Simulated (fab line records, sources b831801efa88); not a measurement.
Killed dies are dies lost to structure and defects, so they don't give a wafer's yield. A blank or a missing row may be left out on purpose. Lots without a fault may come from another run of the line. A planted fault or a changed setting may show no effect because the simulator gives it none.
fab line records | flow sky130
record lots=12 wafers=36 last_day=50
route steps=708 shown METAL1@434 METAL4@632 METAL5@661 PAD_OPEN@708
lots that met no fault: from a run of the same line without faults
start_h: hours from the record's first day to the start of the lot's first wafer shown | wait_h: hours since the lot's step before | " the same as in the row above | L1.1+2: a row that stands for several wafers | - no value, or no start given | * or withheld: withheld | < > ~ a bound
route shown NAME@n: a module of which the file shows steps, and the number in the route of the first | usual: mean/standard deviation of fault-free wafers | same: alike in all rows | chamber/n: place in a boat | sites: the reading at each site | _std_site: their standard deviation | _edge_site: outer sites' mean less inner sites' | radius_mm: how far each site lies from the wafer's centre | mask NAME#n: copy n | behind: the tool/chamber that last shaped the wafer | hold: why the lot was held/for how many hours/how that ended | device: the transistor (n, p or np) that didn't switch | end of line: the same wafers' tests at the end of the route | a step without rows: its recipe alone | killed: dies lost to structure and defects at the first sort, not the wafer's yield | map: a wafer's dies, x killed, . not, _ none there
set.NAME: the setting as run; set.NAME@STEP: as run at that earlier step | model.NAME: the simulator's own value behind a step, which no gauge read
steps of the route over a sample of lots; a table a step, a row a wafer
services: from which hour (start_h, from the record's first day; less than 0 if before it) a tool's chamber was out of use, for how many hours, and why
## steps
# step SKY_METAL1_SPUTTER_00
# recipe material=Ti target_thk_nm=15 power_w=3000 time_s=10 chamber_pressure_pa=0.4
# usual cathode_dc_power_W=3000.0/0.57 throttle_valve_pct=29.6/0.71
# columns lot.wafer tool chamber start_h wait_h cathode_dc_power_W throttle_valve_pct
L611.3 pvd_sputter-01 - 741.53 0.1 2999.6 30.3
L611.4 " - " " 3000.0 30.0
L611.6 " - " " 3000.5 30.1
L613.2 pvd_sputter-01 - 752.31 0.1 2999.0 30.2
L613.4 " - " " 3000.1 29.9
L613.6 " - " " 3001.1 29.1
L614.2 pvd_sputter-01 - 759.10 0.1 3000.0 29.7
L614.4 " - " " 3000.5 28.8
L614.5 " - " " 2999.3 28.5
L617.1 pvd_sputter-01 - 783.05 0.1 2999.8 30.2
L617.4 " - " " 2999.7 29.1
L617.5 " - " " 2999.9 30.1
L621.1 pvd_sputter-01 - 809.57 0.1 3000.6 28.4
L621.4 " - " " 3000.3 28.5
L621.6 " - " " 2999.8 28.9
L626.1 pvd_sputter-01 - 850.63 0.2 3000.1 29.1
L626.2 " - " " 3001.1 28.4
L626.4 " - " " 2999.8 30.5
L627.1 pvd_sputter-01 - 857.92 0.1 3000.6 30.2
L627.2 " - " " 3000.9 28.2
L627.5 " - " " 3000.3 29.8
L630.1 pvd_sputter-04 - 876.99 0.1 2999.6 29.1
L630.2 " - " " 2999.8 30.2
L630.3 " - " " 2999.8 30.1
L631.2 pvd_sputter-03 - 886.63 0.1 3000.6 30.1
L631.3 " - " " 3000.0 29.3
L631.4 " - " " 3000.6 28.7
L632.1 pvd_sputter-04 - 895.70 0.1 3000.0 29.7
L632.3 " - " " 2999.0 29.1
L632.4 " - " " 2999.7 30.5
L633.2 pvd_sputter-04 - 900.47 0.2 3000.0 29.9
L633.3 " - " " 3000.4 29.7
L633.5 " - " " 3001.2 29.1
L634.1 pvd_sputter-03 - 906.77 0.2 2999.4 29.3
L634.5 " - " " 3000.4 28.7
L634.6 " - " " 2999.9 29.1
# step SKY_METAL4_ETCH_16
# recipe chemistry=N2/H2 target=BARC ion_energy_ev=200 bias_w=100 pressure_mtorr=30 n2_flow_sccm=100 h2_flow_sccm=200 icp_w=500 stop_on=SiO2 time_s=88.2 target_depth_a=600
# usual drypump_motor_current_A=6.15/0.25 oes_product_au=0.625/0.0045 throttle_valve_pct=13.205/0.0097
# columns lot.wafer tool chamber start_h wait_h drypump_motor_current_A oes_product_au rf_hours_counter_h throttle_valve_pct
L611.3 rie_metal-01 0 984.27 0.0 6.13 0.635 - 13.203
L611.4 " 1 " " 6.59 0.629 - 13.199
L611.6 " 1 " " 6.58 0.628 - 13.205
L613.2 rie_metal-01 1 992.39 0.0 6.62 0.621 11 13.200
L613.4 " 1 " " 6.61 0.634 - 13.200
L613.6 " 0 " " 6.14 0.623 - 13.196
L614.2 rie_metal-02 0 997.83 0.0 6.09 0.625 21 13.201
L614.4 " 1 " " 6.28 0.624 - 13.205
L614.5 " 0 " " 6.08 0.625 - 13.203
L617.1 rie_metal-02 1 1019.69 0.0 6.25 0.629 6 13.201
L617.4 " 1 " " 6.26 0.631 - 13.199
L617.5 " 1 " " 6.23 0.626 - 13.222
L621.1 rie_metal-02 1 1041.88 0.0 6.25 0.627 8 13.221
L621.4 " 0 " " 6.09 0.629 - 13.212
L621.6 " 0 " " 6.10 0.628 - 13.202
L626.1 rie_metal-04 0 1078.84 0.0 5.86 0.621 20 13.185
L626.2 " 1 " " 5.79 0.619 9 13.213
L626.4 " 1 " " 5.79 0.627 - 13.194
L627.1 rie_metal-04 1 1081.53 0.0 5.78 0.618 9 13.203
L627.2 " 0 " " 5.90 0.630 20 13.199
L627.5 " 0 " " 5.90 0.625 - 13.221
L630.1 rie_metal-04 0 1096.99 0.0 5.86 0.627 21 13.224
L630.2 " 1 " " 5.78 0.627 10 13.196
L630.3 " 1 " " 5.78 0.623 - 13.208
L631.2 rie_metal-02 1 1103.34 0.1 6.28 0.625 - 13.205
L631.3 " 1 " " 6.27 0.622 - 13.199
L631.4 " 1 " " 6.23 0.626 - 13.215
L632.1 rie_metal-01 0 1112.13 0.0 6.12 0.621 10 13.220
L632.3 " 1 " " 6.55 0.636 - 13.199
L632.4 " 0 " " 6.13 0.624 - 13.194
L633.2 rie_metal-01 1 1117.04 0.0 6.57 0.622 19 13.205
L633.3 " 0 " " 6.13 0.625 - 13.210
L633.5 " 1 " " 6.56 0.624 - 13.216
L634.1 rie_metal-02 1 1121.44 0.0 6.27 0.634 16 13.199
L634.5 " 1 " " 6.25 0.624 - 13.210
L634.6 " 0 " " 6.11 0.624 - 13.209
# step SKY_METAL5_SPUTTER_00
# recipe material=Ti target_thk_nm=15 power_w=3000 time_s=10 chamber_pressure_pa=0.4
# usual cathode_dc_power_W=3000.0/0.53 throttle_valve_pct=29.7/0.78
# columns lot.wafer tool chamber start_h wait_h cathode_dc_power_W throttle_valve_pct
L611.3 pvd_sputter-02 - 1010.11 0.2 2999.7 28.8
L611.4 " - " " 2999.4 30.7
L611.6 " - " " 3000.5 29.1
L613.2 pvd_sputter-04 - 1017.96 0.1 3000.2 30.4
L613.4 " - " " 2999.5 30.1
L613.6 " - " " 3001.0 30.3
L614.2 pvd_sputter-01 - 1022.69 0.2 3000.6 30.5
L614.4 " - " " 2999.6 30.0
L614.5 " - " " 3000.6 28.3
L617.1 pvd_sputter-01 - 1045.19 0.2 2999.4 29.1
L617.4 " - " " 2999.6 29.9
L617.5 " - " " 2998.8 29.9
L621.1 pvd_sputter-01 - 1066.32 0.1 3000.6 29.8
L621.4 " - " " 2999.9 30.3
L621.6 " - " " 3000.0 30.0
L626.1 pvd_sputter-01 - 1101.65 0.2 2999.7 30.2
L626.2 " - " " 2999.0 28.7
L626.4 " - " " 3000.5 29.1
L627.1 pvd_sputter-01 - 1105.45 0.1 2999.8 30.0
L627.2 " - " " 2999.5 28.6
L627.5 " - " " 2999.0 29.2
L630.1 pvd_sputter-04 - 1120.91 0.2 3001.0 29.8
L630.2 " - " " 3000.8 29.2
L630.3 " - " " 3000.0 30.5
L631.2 pvd_sputter-04 - 1126.08 0.1 3000.4 29.3
L631.3 " - " " 3000.4 30.3
L631.4 " - " " 3000.0 30.2
L632.1 pvd_sputter-04 - 1133.63 0.2 3000.4 29.8
L632.3 " - " " 3000.2 30.4
L632.4 " - " " 3000.0 30.5
L633.2 pvd_sputter-01 - 1139.27 0.1 3000.1 29.0
L633.3 " - " " 2999.3 30.3
L633.5 " - " " 3000.2 28.2
L634.1 pvd_sputter-01 - 1144.19 0.2 3000.0 29.1
L634.5 " - " " 2999.5 28.5
L634.6 " - " " 2999.6 30.3
# step SKY_METAL5_SPUTTER_01
# recipe material=TiN target_thk_nm=20 power_w=6500 time_s=16.7 chamber_pressure_pa=0.4
# usual cathode_dc_power_W=6500.2/1.1 throttle_valve_pct=29.7/0.8
# columns lot.wafer tool chamber start_h wait_h cathode_dc_power_W throttle_valve_pct
L611.3 pvd_sputter-02 - 1010.13 0.0 6499.1 28.7
L611.4 " - " " 6501.3 30.5
L611.6 " - " " 6501.8 28.6
L613.2 pvd_sputter-04 - 1017.98 0.0 6501.3 30.4
L613.4 " - " " 6500.1 29.9
L613.6 " - " " 6499.8 30.4
L614.2 pvd_sputter-01 - 1022.71 0.0 6499.4 30.3
L614.4 " - " " 6498.9 29.7
L614.5 " - " " 6501.5 28.2
L617.1 pvd_sputter-01 - 1045.21 0.0 6501.6 28.7
L617.4 " - " " 6500.3 29.7
L617.5 " - " " 6498.4 29.4
L621.1 pvd_sputter-01 - 1066.34 0.0 6501.7 29.9
L621.4 " - " " 6495.4 30.3
L621.6 " - " " 6501.9 30.1
L626.1 pvd_sputter-01 - 1101.67 0.0 6499.4 30.2
L626.2 " - " " 6501.7 28.4
L626.4 " - " " 6500.9 29.1
L627.1 pvd_sputter-01 - 1105.47 0.0 6500.1 29.9
L627.2 " - " " 6501.0 28.6
L627.5 " - " " 6500.8 29.0
L630.1 pvd_sputter-04 - 1120.93 0.0 6497.7 29.9
L630.2 " - " " 6500.2 29.0
L630.3 " - " " 6499.8 30.1
L631.2 pvd_sputter-04 - 1126.10 0.0 6500.8 29.3
L631.3 " - " " 6499.9 30.3
L631.4 " - " " 6500.6 30.2
L632.1 pvd_sputter-04 - 1133.65 0.0 6500.8 30.0
L632.3 " - " " 6500.4 30.7
L632.4 " - " " 6499.8 30.6
L633.2 pvd_sputter-01 - 1139.29 0.0 6501.5 29.0
L633.3 " - " " 6502.2 30.5
L633.5 " - " " 6500.4 28.1
L634.1 pvd_sputter-01 - 1144.21 0.0 6499.3 29.3
L634.5 " - " " 6500.4 28.4
L634.6 " - " " 6499.0 30.0
# step SKY_PAD_OPEN_PROBE_99
# usual defect_limited_yield=82.2/2.1 killed_at_M0_to_M3=43/8 killed_at_M4_up=2.9/1.6 killed_at_contacts=26/5.2 killed_at_front_end=15/4.3 killed_at_other=0.3/0.56 killed_dies=87/10 killed_open=48/6.9 killed_short=40/6.5 sort_bin_3_pad_short=0.9/0.36 sort_bin_5_function=10.5/1.5 sort_bin_6_memory=6.4/1.3 sort_n_pass=405/10 sort_yield_pct=82.2/2.1
# same gross_dies=492 killed_at_back_side=0 sort_bin_4_leakage[%]=0 sort_bin_8_speed[%]=0
# columns lot.wafer tool chamber start_h wait_h defect_limited_yield[%] killed_at_M0_to_M3 killed_at_M4_up killed_at_contacts killed_at_front_end killed_at_other killed_dies killed_open killed_short sort_bin_3_pad_short[%] sort_bin_5_function[%] sort_bin_6_memory[%] sort_n_pass sort_yield_pct[%]
L617.1 prober-01 - 1111.46 0.1 79.1 46 2 41 14 0 103 56 47 0.8 13.4 6.7 389 79.1
L617.4 prober-01 - 1111.61 0.2 81.3 47 2 26 16 1 92 46 46 1.6 8.7 8.3 400 81.3
L617.5 prober-01 - 1111.66 0.2 79.9 44 1 32 22 0 99 51 48 1.6 10.6 7.9 393 79.9
L626.1 prober-02 - 1161.56 0.1 69.1 99 6 31 16 0 152 50 48 2.6 19.3 8.9 340 69.1
L626.2 prober-02 - 1161.61 0.1 73.6 94 3 23 10 0 130 37 32 3.3 16.9 6.3 362 73.6
L626.4 prober-02 - 1161.71 0.2 73.8 90 4 23 12 0 129 34 39 2.4 16.7 7.1 363 73.8
L627.1 prober-01 - 1164.75 0.1 72.0 101 6 22 9 0 138 52 28 3.3 17.3 7.5 354 72.0
L627.2 prober-01 - 1164.80 0.1 74.8 95 2 19 8 0 124 38 30 2.6 18.5 4.1 368 74.8
L627.5 prober-01 - 1164.95 0.2 75.4 77 2 26 16 0 121 46 54 3.0 12.8 8.7 371 75.4
# killed by level:class
L617.1 CONTACT:geometric_particle:open=15 LI_CONTACT:geometric_particle:open=9 METAL1:geometric_particle:short=9 VIA1:geometric_particle:open=8 LI_CONTACT:geometric_particle:short=7 VIA3:geometric_particle:open=7 METAL2:geometric_particle:short=6 POLY_GATE:geometric_particle:short=5
L617.4 CONTACT:geometric_particle:open=10 VIA2:geometric_particle:open=9 VIA1:geometric_particle:open=8 METAL2:geometric_particle:short=7 FIELD_ISO:geometric_particle:short=6 METAL1:geometric_particle:short=6 VIA1:geometric_particle:short=6 FIELD_ISO:geometric_particle:open=5
L617.5 VIA2:geometric_particle:open=13 CONTACT:geometric_particle:open=9 LI_CONTACT:geometric_particle:open=8 FIELD_ISO:geometric_particle:short=6 LOCAL_INTERCONNECT:geometric_particle:short=6 METAL1:geometric_particle:short=5 VIA2:geometric_particle:short=5 SPACER:geometric_particle:open=4
L626.1 METAL1:unspecified=54 CONTACT:geometric_particle:open=18 VIA1:geometric_particle:open=9 METAL2:geometric_particle:short=7 VIA2:geometric_particle:open=7 VIA1:geometric_particle:short=7 VIA2:geometric_particle:short=5 LI_CONTACT:geometric_particle:open=5
L626.2 METAL1:unspecified=61 CONTACT:geometric_particle:open=10 VIA2:geometric_particle:short=9 VIA1:geometric_particle:open=7 LI_CONTACT:geometric_particle:open=5 METAL1:geometric_particle:short=4 FIELD_ISO:geometric_particle:open=3 POLY_GATE:geometric_particle:short=3
L626.4 METAL1:unspecified=56 CONTACT:geometric_particle:open=11 POLY_GATE:geometric_particle:short=6 VIA1:geometric_particle:open=6 METAL1:geometric_particle:short=5 VIA3:geometric_particle:open=5 LI_CONTACT:geometric_particle:open=4 VIA1:geometric_particle:short=4
L627.1 METAL1:unspecified=58 VIA1:geometric_particle:open=13 CONTACT:geometric_particle:open=10 VIA1:geometric_particle:short=6 VIA3:geometric_particle:open=6 LI_CONTACT:geometric_particle:open=5 VIA2:geometric_particle:open=5 METAL2:geometric_particle:short=3
L627.2 METAL1:unspecified=56 VIA1:geometric_particle:open=14 CONTACT:geometric_particle:open=9 METAL1:geometric_particle:short=5 VIA2:geometric_particle:open=5 LOCAL_INTERCONNECT:geometric_particle:short=4 CONTACT:geometric_particle:short=4 VIA3:geometric_particle:open=4
L627.5 METAL1:unspecified=21 VIA1:geometric_particle:open=11 VIA1:geometric_particle:short=11 METAL1:geometric_particle:short=10 LI_CONTACT:geometric_particle:open=8 VIA3:geometric_particle:open=7 CONTACT:geometric_particle:short=6 METAL2:geometric_particle:short=6
## services
# columns tool chamber start_h hours kind
pvd_sputter-01 - 725.00 4.7 repair
pvd_sputter-02 - 729.54 2.2 repair
pvd_sputter-03 - 742.39 6.1 repair
rie_metal-02 - 760.09 1.4 pm
rie_metal-02 - 779.44 0.2 repair
rie_metal-01 0 781.30 1.6 repair
pvd_sputter-04 - 849.85 2.1 repair
pvd_sputter-03 - 870.84 1.2 repair
rie_metal-01 1 897.80 8.6 repair
rie_metal-01 0 898.06 2.3 repair
pvd_sputter-02 - 941.63 1.3 repair
rie_metal-01 - 954.52 0.3 repair
pvd_sputter-01 - 967.80 4.0 repair
rie_metal-02 1 973.83 2.1 repair
pvd_sputter-04 - 975.84 3.6 repair
rie_metal-04 - 1020.32 28.1 pm
pvd_sputter-04 - 1040.38 2.8 repair
pvd_sputter-02 - 1052.40 3.6 repair
pvd_sputter-03 - 1052.95 0.9 repair
pvd_sputter-04 - 1057.14 5.5 repair
rie_metal-01 - 1096.16 1.0 repair
rie_metal-02 0 1100.06 9.0 repair
rie_metal-01 - 1108.75 2.8 pm
pvd_sputter-02 - 1128.05 3.5 repair
## key
first_sign step=SKY_PAD_OPEN_PROBE_99 reading=killed_at_M0_to_M3 direction=up sigmas=6.1 usual=43 struck=93
effect step=SKY_PAD_OPEN_PROBE_99 reading=sort_bin_3_pad_short direction=up sigmas=5.5 usual=0.9 struck=2.9
met_at SKY_METAL1_SPUTTER_00
struck_lots L626,L627
not_acting_at SKY_METAL4_ETCH_16,SKY_METAL5_SPUTTER_00,SKY_METAL5_SPUTTER_01
onset_between 809.57 850.63
fault kind=chamber_particle_source tool=pvd_sputter-01 chamber=- onset_h=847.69 steps=SKY_METAL1_SPUTTER_00 rate_per_visit_cm2=0.97551 end_h=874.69
